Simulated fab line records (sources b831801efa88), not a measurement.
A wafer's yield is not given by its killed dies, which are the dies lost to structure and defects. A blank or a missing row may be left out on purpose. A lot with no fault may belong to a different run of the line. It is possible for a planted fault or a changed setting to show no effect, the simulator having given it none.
Which of the tools did it?    flow sky130    Sampling: 10 lots, 30 wafers, 7 of 708 route steps

== WHAT EACH GAUGE READ, for each wafer ==
SKY_LDD_LDN_TW_MEAS_13.
lot   measured      on             LDD_LDN_TW
L252  day 23 23:11  film_metro-01  1476 1475 1468
L255  day 24 19:52  film_metro-01  1476 1476 1476
L259  day 27 00:19  film_metro-02  1464 1472 1467
L260  day 27 00:41  film_metro-02  1466 1471 1464
L261  day 27 06:28  film_metro-01  1466 1468 1467
L266  day 28 16:55  film_metro-02  1467 1461 1468
L267  day 29 06:34  film_metro-02  1465 1479 1469
L269  day 29 18:22  film_metro-01  1465 1468 1468
L270  day 29 20:14  film_metro-02  1472 1466 1466
L272  day 31 06:38  film_metro-02  1466 1455 1460

SKY_SD_P_TW_MEAS_11.
lot   measured      on             SD_P_TW
L252  day 26 12:31  film_metro-01  2796 2801 2794
L255  day 27 09:05  film_metro-04  2873 2860 2858
L259  day 29 10:35  film_metro-04  2869 2877 2869
L260  day 29 12:38  film_metro-04  2884 2871 2878
L261  day 29 18:14  film_metro-04  2851 2866 2859
L266  day 31 03:11  film_metro-03  2839 2837 2832
L267  day 31 16:43  film_metro-01  3002 3022 3011
L269  day 32 07:59  film_metro-01  3025 3029 3013
L270  day 32 08:02  film_metro-04  2888 2898 2882
L272  day 33 16:58  film_metro-04  2880 2892 2872

SKY_SD_N_RS_MEAS_17: the measuring method here is four-point-probe.
lot   measured      on             SD_P_RS (ohm/sq)
L252  day 28 23:08  film_metro-03  147.1 147.2 146.8
L255  day 29 20:09  film_metro-04  146.9 146.8 146.6
L259  day 31 19:28  film_metro-04  146.8 147.1 146.5
L260  day 31 21:02  film_metro-04  146.7 146.5 146.1
L261  day 32 02:38  film_metro-01  147.7 147.1 147.4
L266  day 33 11:29  film_metro-01  147.7 147.5 147.7
L267  day 34 00:05  film_metro-01  129.8 129.8 129.8
L269  day 34 15:05  film_metro-03  129.3 129.2 129.1
L270  day 34 16:11  film_metro-04  146.3 146.2 146.4
L272  day 36 00:02  film_metro-01  147.0 147.2 147.4

== TOOL THAT RAN EACH LOT (tool first, then ch and the chambers of the sampled wafers, then the start) ==
lot   SKY_POLY_GATE_ETCH_15               SKY_SPACER_ETCHBACK_02              SKY_SD_P_IMPLANT_09              SKY_SD_P_STRIP_10
L252  rie_diel-03 ch 0,1,2, day 17 06:38  rie_diel-03 ch 0,1,3, day 24 00:37  implanter-01 ch 0, day 26 12:16  plasma_asher-04 ch 0,1, day 26 12:25
L255  rie_diel-01 ch 0,2, day 18 05:44    rie_diel-03 ch 1,2,3, day 24 21:14  implanter-04 ch 0, day 27 08:51  plasma_asher-01 ch 1, day 27 08:59
L259  rie_diel-01 ch 1,2,3, day 20 12:11  rie_diel-04 ch 0,1, day 27 01:41    implanter-04 ch 0, day 29 10:20  plasma_asher-01 ch 1, day 29 10:29
L260  rie_diel-02 ch 0,2,3, day 20 13:20  rie_diel-03 ch 1,2,3, day 27 02:53  implanter-03 ch 0, day 29 12:23  plasma_asher-01 ch 0,1, day 29 12:32
L261  rie_diel-02 ch 1,3, day 20 18:44    rie_diel-03 ch 0,1, day 27 07:49    implanter-01 ch 0, day 29 18:01  plasma_asher-01 ch 0,1, day 29 18:08
L266  rie_diel-02 ch 0,2,3, day 22 08:05  rie_diel-01 ch 1,2,3, day 28 18:53  implanter-03 ch 0, day 31 02:56  plasma_asher-03 ch 0,1, day 31 03:05
L267  rie_diel-02 ch 0,2,3, day 22 22:19  rie_diel-01 ch 0,2, day 29 07:56    implanter-01 ch 0, day 31 16:28  plasma_asher-01 ch 0, day 31 16:37
L269  rie_diel-03 ch 0,1,2, day 23 10:08  rie_diel-01 ch 0,1,2, day 29 23:28  implanter-01 ch 0, day 32 07:44  plasma_asher-01 ch 0,1, day 32 07:53
L270  rie_diel-01 ch 1,2,3, day 23 14:06  rie_diel-03 ch 0,2,3, day 29 23:29  implanter-04 ch 0, day 32 07:50  plasma_asher-04 ch 0,1, day 32 07:57
L272  rie_diel-03 ch 0,3, day 25 03:50    rie_diel-03 ch 0,2,3, day 31 10:55  implanter-04 ch 0, day 33 16:45  plasma_asher-03 ch 0,1, day 33 16:52
- SKY_POLY_GATE_ETCH_15: etches BARC in N2/H2, stops on SiO2, time 118.5 s, target depth 110 nm.
- SKY_SPACER_ETCHBACK_02: etches Si3N4 in CH3F/O2, stops on SiO2, time 46.7 s, target depth 45 nm.
- SKY_SD_P_IMPLANT_09
- SKY_SD_P_STRIP_10: strips in O2/N2.

== AS READ BY THE TOOLS THEMSELVES (means over the sampled wafers that have a number; for cases with no such wafer, the mark the record gives instead) ==
SKY_POLY_GATE_ETCH_15.
lot   tool         drypump_motor_current_A (A)  oes_product_au (a.u.)  throttle_valve_pct (%)
L252  rie_diel-03  5.6                          0.716                  13.209
L255  rie_diel-01  5.2                          0.713                  13.208
L259  rie_diel-01  5.9                          0.718                  13.211
L260  rie_diel-02  5.2                          0.718                  13.208
L261  rie_diel-02  5.9                          0.716                  13.204
L266  rie_diel-02  5.2                          0.717                  13.211
L267  rie_diel-02  5.2                          0.716                  13.217
L269  rie_diel-03  5.6                          0.715                  13.210
L270  rie_diel-01  5.9                          0.719                  13.220
L272  rie_diel-03  5.8                          0.717                  13.207

SKY_SPACER_ETCHBACK_02.
lot   tool         drypump_motor_current_A (A)  oes_product_au (a.u.)  throttle_valve_pct (%)
L252  rie_diel-03  5.7                          0.851                  10.554
L255  rie_diel-03  5.6                          0.853                  10.559
L259  rie_diel-04  5.3                          0.859                  10.565
L260  rie_diel-03  5.6                          0.858                  10.557
L261  rie_diel-03  5.5                          0.850                  10.555
L266  rie_diel-01  6.0                          0.849                  10.575
L267  rie_diel-01  5.2                          0.849                  10.553
L269  rie_diel-01  5.6                          0.854                  10.563
L270  rie_diel-03  5.7                          0.859                  10.564
L272  rie_diel-03  5.7                          0.852                  10.559

SKY_SD_P_IMPLANT_09.
lot   tool          beam_energy_keV
L252  implanter-01  20.000
L255  implanter-04  19.998
L259  implanter-04  20.005
L260  implanter-03  19.992
L261  implanter-01  20.009
L266  implanter-03  20.004
L267  implanter-01  25.972
L269  implanter-01  25.970
L270  implanter-04  20.001
L272  implanter-04  19.996

SKY_SD_P_STRIP_10.
lot   tool             drypump_motor_current_A (A)  oes_product_au (a.u.)  strip_time_to_endpoint_s (s)
L252  plasma_asher-04  6.3                          0.620                  17.49
L255  plasma_asher-01  5.8                          0.620                  17.49
L259  plasma_asher-01  5.8                          0.617                  17.46
L260  plasma_asher-01  6.3                          0.620                  17.51
L261  plasma_asher-01  6.1                          0.616                  17.47
L266  plasma_asher-03  6.0                          0.619                  17.43
L267  plasma_asher-01  6.6                          0.593                  18.37
L269  plasma_asher-01  6.1                          0.598                  18.38
L270  plasma_asher-04  6.3                          0.617                  17.54
L272  plasma_asher-03  6.1                          0.618                  17.49

== THE ANSWER, worked out from the rows above alone ==
Rule: what is usual is taken from the lots themselves. The widest of any qualifying gaps counts: lots, ordered by their means at a reading, are off when they make up no more than a third of the lots, leave a main group of 4 or more, and stand apart from it by 3 or more times the standard deviation of that group's means. If all means in a main group match to the digits the tables above print for the reading, that group is not used. Also off: a lot with no number at a reading for which 4 or more lots have one. Any other lot the step has rows for is counted as sound. Order of review: gauges by route order, followed by the tools' own readings, for which a lot's mean as printed above is used. The first step at which some lot is off is used, and at that step the reading that is off furthest; a lot without a number counts as furthest.
Off: at SKY_SD_P_TW_MEAS_11 (SD_P_TW), L267, L269. Mean 2859 and standard deviation 28 in the main group.
A tool fits if, at a process step before that reading, it ran every lot that is off, and no sound lot after the first of them. The gauges at SKY_SD_P_TW_MEAS_11 aren't tried: what is off there is off at SKY_SD_P_IMPLANT_09 too, on other tools, and a gauge's error can't cause that. Can't be told from this: 3 tools fit, rie_diel-01 at SKY_SPACER_ETCHBACK_02, implanter-01 at SKY_SD_P_IMPLANT_09, plasma_asher-01 at SKY_SD_P_STRIP_10.

== WHAT THE SIMULATOR HAD INSERTED ==
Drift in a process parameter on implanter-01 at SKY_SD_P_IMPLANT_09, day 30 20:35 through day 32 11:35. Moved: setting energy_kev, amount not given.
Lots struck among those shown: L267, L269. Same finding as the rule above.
